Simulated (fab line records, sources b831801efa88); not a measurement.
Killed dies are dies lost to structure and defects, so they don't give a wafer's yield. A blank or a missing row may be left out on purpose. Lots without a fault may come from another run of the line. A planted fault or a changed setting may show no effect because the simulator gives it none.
fab line records | flow sky130 | part 2 of 2: steps 28 to 37 of 37
record lots=5 wafers=15 last_day=50
route steps=708 shown METAL3@555 VIA3@573
lots that met no fault: from a run of the same line without faults
start_h: hours from the record's first day to the start of the lot's first wafer shown | wait_h: hours since the lot's step before | " the same as in the row above | L1.1+2: a row that stands for several wafers | - no value, or no start given | * or withheld: withheld | < > ~ a bound
route shown NAME@n: a module of which the file shows steps, and the number in the route of the first | usual: mean/standard deviation of fault-free wafers | same: alike in all rows | chamber/n: place in a boat | sites: the reading at each site | _std_site: their standard deviation | _edge_site: outer sites' mean less inner sites' | radius_mm: how far each site lies from the wafer's centre | mask NAME#n: copy n | behind: the tool/chamber that last shaped the wafer | hold: why the lot was held/for how many hours/how that ended | device: the transistor (n, p or np) that didn't switch | end of line: the same wafers' tests at the end of the route | a step without rows: its recipe alone | killed: dies lost to structure and defects at the first sort, not the wafer's yield | map: a wafer's dies, x killed, . not, _ none there
set.NAME: the setting as run; set.NAME@STEP: as run at that earlier step | model.NAME: the simulator's own value behind a step, which no gauge read
lots at some steps of the route; a table a step, a row a wafer
services: from which hour (start_h, from the record's first day; less than 0 if before it) a tool's chamber was out of use, for how many hours, and why
## steps
# step SKY_VIA3_EXPOSE_09
# recipe mask_id=VIM3 na=0.8 source_shape=annular sigma_inner=0.55 sigma_outer=0.85 target_cd_nm=200 dose_mj=38
# same sigma_outer=0.85
# columns lot.wafer tool chamber start_h wait_h mask
L081.1+2+5 krf_scanner-02 0 - - VIM3#0
L084.1+3+5 krf_scanner-02 0 - - VIM3#0
L085.1+4+5 krf_scanner-01 0 - - VIM3#0
L086.1+3+5 krf_scanner-02 0 - - VIM3#0
L093.2+4+5 krf_scanner-01 0 - - VIM3#0
# step SKY_VIA3_PEB_10
# recipe peb_temp_c=withheld peb_time_s=withheld resist=KrF-thick
# columns lot.wafer tool chamber start_h wait_h
L081.1+2+5 litho_track-03 0 - -
L084.1+3+5 litho_track-03 0 - -
L085.1+4+5 litho_track-03 0 - -
L086.1+3+5 litho_track-03 0 - -
L093.2+4+5 litho_track-02 0 - -
# step SKY_VIA3_DEVELOP_11
# recipe develop_time_s=60 resist=KrF-thick dev_temp_c=21
# columns lot.wafer tool chamber start_h wait_h
L081.1+2+5 litho_track-03 0 - -
L084.1+3+5 litho_track-03 0 - -
L085.1+4+5 litho_track-03 0 - -
L086.1+3+5 litho_track-03 0 - -
L093.2+4+5 litho_track-02 0 - -
# step SKY_VIA3_CD_MEAS_12
# recipe target_cd_nm=200
# usual cd_nm=200.4/1.7
# columns lot.wafer tool chamber start_h wait_h cd_nm
L081.1 cd_sem-01 - 979.72 - 202.9
L081.2 " - " " 203.0
L081.5 " - " " 202.7
L084.1 cd_sem-01 - 999.97 - 195.9
L084.3 " - " " 197.7
L084.5 " - " " 195.7
L085.1 cd_sem-01 - 1003.32 - 201.7
L085.4 " - " " 200.6
L085.5 " - " " 199.9
L086.1 cd_sem-02 - 1025.17 - 198.5
L086.3 " - " " 198.1
L086.5 " - " " 198.8
L093.2 cd_sem-02 - 1065.56 - 201.3
L093.4 " - " " 200.8
L093.5 " - " " 199.5
# step SKY_VIA3_OVL_MEAS_13
# usual VIA3_OVL=2/5.1
# columns lot.wafer tool chamber start_h wait_h VIA3_OVL[nm]
L081.1 overlay-02 - 979.84 0.1 1
L081.2 " - " " 0
L081.5 " - " " -2
L084.1 overlay-02 - 1000.09 0.1 1
L084.3 " - " " 4
L084.5 " - " " 3
L085.1 overlay-01 - 1003.44 0.1 -4
L085.4 " - " " 3
L085.5 " - " " -2
L086.1 overlay-02 - 1025.29 0.1 4
L086.3 " - " " 11
L086.5 " - " " 6
L093.2 overlay-02 - 1065.67 0.1 3
L093.4 " - " " 0
L093.5 " - " " 4
# step SKY_VIA3_ETCH_14
# recipe chemistry=N2/H2 target=BARC ion_energy_ev=200 source_w=500 bias_w=100 pressure_mtorr=30 n2_flow_sccm=100 h2_flow_sccm=200 stop_on=SiO2 time_s=45.9 target_depth_a=600
# usual drypump_motor_current_A=5.2/0.32 n2_flow_sccm=99.96/0.28 oes_product_au=0.855/0.0046 throttle_valve_pct=13.225/0.0085
# columns lot.wafer tool chamber start_h wait_h drypump_motor_current_A n2_flow_sccm oes_product_au rf_hours_counter_h throttle_valve_pct
L081.1 rie_diel-02 2 979.87 0.0 5.0 100.34 0.852 23 13.247
L081.2 " 3 " " 5.4 100.08 0.856 21 13.228
L081.5 " 0 " " 5.0 99.81 0.851 - 13.229
L084.1 rie_diel-02 0 1000.12 0.0 5.0 99.87 0.852 24 13.235
L084.3 " 2 " " 5.0 100.15 0.847 24 13.207
L084.5 " 2 " " 5.0 99.71 0.847 - 13.207
L085.1 rie_diel-02 0 1003.47 0.0 5.0 99.67 0.853 24 13.224
L085.4 " 1 " " 5.2 100.29 0.852 20 13.217
L085.5 " 2 " " 5.0 99.89 0.852 - 13.213
L086.1 rie_diel-02 2 1025.33 0.0 5.0 99.93 0.856 25 13.231
L086.3 " 1 " " 5.2 100.13 0.859 21 13.229
L086.5 " 2 " " 5.0 99.91 0.851 - 13.229
L093.2 rie_diel-02 3 1065.70 0.0 5.3 99.72 0.848 24 13.240
L093.4 " 0 " " 5.0 99.28 0.851 1 13.226
L093.5 " 2 " " 5.0 100.18 0.851 - 13.235
# step SKY_VIA3_ETCH_15
# recipe target=SiO2 chemistry=C4F8/O2/Ar target_depth_nm=507 stop_on=TiN mask_material=KrF-thick source_w=1500 bias_w=1200 pressure_mtorr=40 c4f8_flow_sccm=withheld O2_flow_sccm=6 Ar_flow_sccm=300 time_s=78
# usual oes_product_au=0.945/0.005
# columns lot.wafer tool chamber start_h wait_h oes_product_au rf_hours_counter_h
L081.1 rie_diel-02 2 979.92 0.0 0.938 23
L081.2 " 3 " " 0.943 21
L081.5 " 0 " " 0.952 -
L084.1 rie_diel-02 0 1000.17 0.0 0.948 24
L084.3 " 2 " " 0.953 24
L084.5 " 2 " " 0.944 -
L085.1 rie_diel-02 0 1003.52 0.0 0.946 24
L085.4 " 1 " " 0.943 20
L085.5 " 2 " " 0.949 -
L086.1 rie_diel-02 2 1025.37 0.0 0.943 25
L086.3 " 1 " " 0.953 21
L086.5 " 2 " " 0.947 -
L093.2 rie_diel-02 3 1065.74 0.0 0.947 24
L093.4 " 0 " " 0.950 1
L093.5 " 2 " " 0.944 -
# step SKY_VIA3_STRIP_16
# recipe chemistry=O2/N2 power_w=1400 pressure_mtorr=1500 platen_temp_c=withheld o2_flow_sccm=3000 n2_flow_sccm=300 overash_fraction=0.5
# usual drypump_motor_current_A=5.5/0.42 n2_flow_sccm=300.0/0.93 oes_product_au=0.402/0.0044 strip_time_to_endpoint_s=4.15/0.038
# columns lot.wafer tool chamber start_h wait_h drypump_motor_current_A n2_flow_sccm oes_product_au rf_hours_counter_h strip_time_to_endpoint_s
L081.1 plasma_asher-01 1 979.98 0.0 5.8 299.6 0.407 55 4.16
L081.2 " 0 " " 4.9 299.6 0.402 55 4.05
L081.5 " 1 " " 5.8 300.2 0.402 - 4.12
L084.1 plasma_asher-01 1 1000.23 0.0 5.8 299.2 0.399 57 4.10
L084.3 " 1 " " 5.8 299.4 0.395 - 4.12
L084.5 " 1 " " 5.8 299.9 0.396 - 4.12
L085.1 plasma_asher-02 0 1003.58 0.0 6.0 299.9 0.400 118 4.10
L085.4 " 1 " " 5.4 299.8 0.402 - 4.09
L085.5 " 0 " " 6.0 299.8 0.399 - 4.12
L086.1 plasma_asher-02 0 1025.43 0.0 6.0 300.9 0.399 120 4.14
L086.3 " 0 " " 6.0 301.4 0.399 - 4.14
L086.5 " 0 " " 6.0 300.7 0.410 - 4.14
L093.2 plasma_asher-02 1 1065.80 0.0 5.4 298.6 0.394 0 4.10
L093.4 " 1 " " 5.4 299.5 0.395 - 4.09
L093.5 " 0 " " 6.0 300.9 0.399 - 4.15
# step SKY_VIA3_STRIP_17
# recipe chemistry=post_etch_residue_remover time_s=1200 temp_c=72.5
# columns lot.wafer tool chamber start_h wait_h
L081.1+2+5 wet_bench-02 3 980.11 0.1
L084.1+3+5 wet_bench-03 1 1000.33 0.1
L085.1+4+5 wet_bench-01 1 1003.68 0.1
L086.1+3+5 wet_bench-01 3 1025.53 0.1
L093.2+4+5 wet_bench-01 1 1065.90 0.1
# step SKY_VIA3_CLEAN_18
# recipe chemistry=IPA time_s=180 temp_c=25
# columns lot.wafer tool chamber start_h wait_h
L081.1+2+5 wet_bench-02 0 980.49 0.0
L084.1+3+5 wet_bench-01 3 1000.70 0.0
L085.1+4+5 wet_bench-02 3 1004.02 0.0
L086.1+3+5 wet_bench-02 1 1025.87 0.0
L093.2+4+5 wet_bench-03 0 1066.24 0.0
## services
# columns tool chamber start_h hours kind
cmp-02 - 922.39 1.6 repair
krf_scanner-02 - 930.12 27.4 repair
wet_bench-03 - 932.53 0.5 repair
krf_scanner-01 - 945.07 4.1 repair
rie_metal-02 - 950.03 0.7 repair
rie_metal-03 - 950.58 0.7 repair
krf_scanner-01 - 957.48 1.3 pm
cmp-02 - 972.86 1.5 repair
krf_scanner-02 - 977.89 4.4 pm
plasma_asher-02 - 981.88 1.0 repair
rie_metal-02 1 986.10 19.4 repair
krf_scanner-01 - 987.43 0.8 pm
cmp-01 - 987.77 7.2 pm
krf_scanner-02 - 1008.44 1.3 pm
rie_diel-02 0 1012.74 12.0 repair
rie_diel-04 - 1023.91 0.6 repair
krf_scanner-02 - 1035.21 0.8 pm
plasma_asher-02 - 1035.77 0.6 repair
krf_scanner-02 - 1044.14 1.0 pm
rie_diel-04 - 1045.87 2.8 pm
plasma_asher-02 - 1055.25 9.0 pm
rie_metal-02 - 1055.53 0.8 repair
rie_diel-04 3 1060.60 6.8 repair
krf_scanner-02 - 1062.28 10.9 repair
